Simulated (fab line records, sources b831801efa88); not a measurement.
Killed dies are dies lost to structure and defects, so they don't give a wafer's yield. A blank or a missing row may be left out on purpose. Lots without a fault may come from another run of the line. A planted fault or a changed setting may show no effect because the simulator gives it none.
Which tool did it? | flow gf180mcu | 12 lots, 36 wafers sampled, at 5 steps of a route of 602

WHAT THE GAUGES READ, wafer by wafer
GF_V5_THK_MEAS_03. Usual: V5_CVD_02_THK 1449 nm, standard deviation 17.
lot  | measured     | on            | V5_CVD_02_THK (nm) | flag
L964 | day 26 18:20 | film_metro-03 | 1416 1424 1444     |
L967 | day 27 19:03 | film_metro-04 | 1461 1494 1483     |
L968 | day 28 03:58 | film_metro-03 | 1456 1466 1462     |
L969 | day 28 09:35 | film_metro-04 | 1441 1466 1438     |
L970 | day 28 18:53 | film_metro-04 | 1412 1440 1460     |
L972 | day 29 17:44 | film_metro-04 | 1451 1462 1460     |
L973 | day 29 20:50 | film_metro-03 | 1440 1444 1475     |
L979 | day 31 04:28 | film_metro-03 | 1440 1449 1440     |
L978 | day 31 11:15 | film_metro-03 | 1380 1392 1402     | OFF
L980 | day 31 14:41 | film_metro-02 | 1389 1353 1360     | OFF
L983 | day 32 09:56 | film_metro-03 | 1453 1440 1456     |
L984 | day 32 15:57 | film_metro-03 | 1442 1444 1466     |

GF_V5_OVL_MEAS_15. Usual: V5_OVL 4 nm, standard deviation 5.5.
lot  | measured     | on         | V5_OVL (nm) | flag
L964 | day 27 14:28 | overlay-02 | 7 6 -2      |
L967 | day 28 14:40 | overlay-02 | -6 5 -7     |
L968 | day 29 00:01 | overlay-01 | 12 4 6      |
L969 | day 29 04:29 | overlay-02 | 10 6 12     |
L970 | day 29 14:56 | overlay-01 | 1 2 10      |
L972 | day 30 12:10 | overlay-02 | -7 1 3      |
L973 | day 30 15:14 | overlay-01 | -5 2 4      |
L979 | day 31 22:14 | overlay-02 | -1 -1 4     |
L978 | day 32 05:34 | overlay-02 | 10 -2 5     |
L980 | day 32 08:19 | overlay-02 | 3 2 7       |
L983 | day 33 02:37 | overlay-02 | 3 -5 0      |
L984 | day 33 07:55 | overlay-02 | 4 2 2       |

WHICH TOOL RAN EACH LOT (tool, then ch and the chambers of the sampled wafers, then the start)
lot  | GF_V4_STRIP_18                       | GF_V4_SPUTTER_21             | GF_V5_CVD_02
L964 | plasma_asher-03 ch 0,1, day 24 22:05 | pvd_sputter-04, day 24 22:37 | pecvd-03 ch 0,1, day 26 18:14
L967 | plasma_asher-03 ch 0,1, day 25 23:55 | pvd_sputter-04, day 26 00:27 | pecvd-03 ch 0,2, day 27 18:56
L968 | plasma_asher-04 ch 0,1, day 26 08:15 | pvd_sputter-02, day 26 08:46 | pecvd-02 ch 0,1,2, day 28 03:53
L969 | plasma_asher-02 ch 0,1, day 26 15:22 | pvd_sputter-04, day 26 15:52 | pecvd-02 ch 0,1,2, day 28 09:30
L970 | plasma_asher-03 ch 0,1, day 27 00:11 | pvd_sputter-04, day 27 00:43 | pecvd-02 ch 0,1,2, day 28 18:47
L972 | plasma_asher-03 ch 0,1, day 28 00:47 | pvd_sputter-04, day 28 01:19 | pecvd-01 ch 0,1, day 29 17:38
L973 | plasma_asher-04 ch 0,1, day 28 03:32 | pvd_sputter-04, day 28 04:04 | pecvd-03 ch 0,1,2, day 29 20:43
L979 | plasma_asher-04 ch 0,1, day 29 15:13 | pvd_sputter-03, day 29 15:43 | pecvd-01 ch 0,1, day 31 04:20
L978 | plasma_asher-03 ch 0,1, day 29 20:31 | pvd_sputter-04, day 29 21:01 | pecvd-03 ch 0,1,2, day 31 11:10
L980 | plasma_asher-04 ch 0,1, day 29 23:56 | pvd_sputter-02, day 30 00:28 | pecvd-03 ch 0,1,2, day 31 14:34
L983 | plasma_asher-04 ch 0,1, day 30 21:04 | pvd_sputter-04, day 30 21:39 | pecvd-01 ch 0,2, day 32 09:49
L984 | plasma_asher-03 ch 0,1, day 31 04:08 | pvd_sputter-04, day 31 04:41 | pecvd-01 ch 0,1,2, day 32 15:50
- GF_V4_STRIP_18: strips in O2/N2.
- GF_V4_SPUTTER_21: material Ti, target thk 15 nm, time 80.02 s.
- GF_V5_CVD_02: deposits SiO2 from TEOS, target thk 1450 nm, time 163.28 s.

WHAT THE TOOLS THEMSELVES READ (means of the sampled wafers that have a number; where no wafer has one, the mark that the record gives instead)
GF_V4_STRIP_18. Usual: drypump_motor_current_A 5.56 A, standard deviation 0.29; heater_power_w 323 W, standard deviation 31; o2_flow_sccm 3000 sccm, standard deviation 8.8; oes_product_au 0.589 a.u., standard deviation 0.0047; platen_temp_c 250.01 C, standard deviation 0.18.
lot  | tool            | drypump_motor_current_A (A) | heater_power_w (W) | o2_flow_sccm (sccm) | oes_product_au (a.u.) | platen_temp_c (C) | flag
L964 | plasma_asher-03 | 5.36                        | 332                | 2996                | 0.589                 | 250.09            |
L967 | plasma_asher-03 | 5.35                        | 334                | 2997                | 0.586                 | 249.95            |
L968 | plasma_asher-04 | 5.86                        | 342                | 2996                | 0.590                 | 249.92            |
L969 | plasma_asher-02 | 5.41                        | 274                | 3005                | 0.589                 | 250.04            |
L970 | plasma_asher-03 | 5.33                        | 330                | 2996                | 0.591                 | 250.07            |
L972 | plasma_asher-03 | 5.35                        | 337                | 2996                | 0.591                 | 250.10            |
L973 | plasma_asher-04 | 5.88                        | 343                | 2998                | 0.589                 | 250.12            |
L979 | plasma_asher-04 | 5.87                        | 341                | 3005                | 0.589                 | 250.01            |
L978 | plasma_asher-03 | 5.34                        | 331                | 3004                | 0.589                 | 250.17            |
L980 | plasma_asher-04 | 5.88                        | 341                | 2991                | 0.589                 | 249.97            |
L983 | plasma_asher-04 | 5.89                        | 342                | 2996                | 0.586                 | 250.09            |
L984 | plasma_asher-03 | 5.34                        | 329                | 2992                | 0.590                 | 250.20            |

GF_V4_SPUTTER_21. Usual: throttle_valve_pct 29.7 %, standard deviation 1.1.
lot  | tool           | throttle_valve_pct (%) | flag
L964 | pvd_sputter-04 | 30.3                   |
L967 | pvd_sputter-04 | 29.8                   |
L968 | pvd_sputter-02 | 30.1                   |
L969 | pvd_sputter-04 | 29.5                   |
L970 | pvd_sputter-04 | 31.1                   |
L972 | pvd_sputter-04 | 31.1                   |
L973 | pvd_sputter-04 | 29.1                   |
L979 | pvd_sputter-03 | 29.1                   |
L978 | pvd_sputter-04 | 30.7                   |
L980 | pvd_sputter-02 | 30.2                   |
L983 | pvd_sputter-04 | 30.2                   |
L984 | pvd_sputter-04 | 29.7                   |

GF_V5_CVD_02. Usual: heater_power_outer_w 362 W, standard deviation 63; heater_power_w 628 W, standard deviation 81; rf_fwd_power_W 598.0 W, standard deviation 1.7.
lot  | tool     | heater_power_outer_w (W) | heater_power_w (W) | rf_fwd_power_W (W) | flag
L964 | pecvd-03 | 294                      | 561                | 598.5              |
L967 | pecvd-03 | 347                      | 566                | 597.0              |
L968 | pecvd-02 | 350                      | 651                | 597.9              |
L969 | pecvd-02 | 397                      | 701                | 597.2              |
L970 | pecvd-02 | 431                      | 752                | 598.4              |
L972 | pecvd-01 | 379                      | 629                | 599.6              |
L973 | pecvd-03 | 361                      | 609                | 598.1              |
L979 | pecvd-01 | 387                      | 638                | 598.3              |
L978 | pecvd-03 | 353                      | 600                | 502.3              | OFF
L980 | pecvd-03 | 338                      | 579                | 501.0              | OFF
L983 | pecvd-01 | 406                      | 674                | 599.0              |
L984 | pecvd-01 | 434                      | 705                | 599.1              |

THE ANSWER, worked out from the rows above alone
Rule: a lot is off if the mean of its wafers that have a number lies more than 3 standard deviations from the usual mean. A lot without any number at a reading at which 4 lots or more have one is off too. The other lots that the step has rows for count as sound. The gauges are gone through in route order, then the tools' own readings, and for those a lot's mean is taken as printed above. The first step at which some lot is off is used, and at that step the reading that is off furthest; a lot without a number counts as furthest.
Off: L978, L980, at GF_V5_THK_MEAS_03 (V5_CVD_02_THK).
A tool fits if, at a process step before that reading, it ran every lot that is off, and no sound lot after the first of them. The gauges at GF_V5_THK_MEAS_03 aren't tried: what is off there is off at GF_V5_CVD_02 too, on other tools, and a gauge's error can't cause that. One fits: pecvd-03 at GF_V5_CVD_02. Its last sound lot is L973 (day 29 20:43), its first lot that is off L978 (day 31 11:10): a fault that began between those two fits.
The tool's own readings at GF_V5_CVD_02 bear it out: on the lots that are off they differ by more than 5 times the standard deviation of the sound lots' means. rf_fwd_power_W reads 501.6 W there against 598.3 W on the sound lots.

WHAT THE SIMULATOR HAD PUT IN
Process parameter drift: pecvd-03, from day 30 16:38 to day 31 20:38, at GF_V5_CVD_02. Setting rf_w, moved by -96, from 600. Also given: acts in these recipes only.
Lots struck among those shown: L978, L980. The rule above found the same.
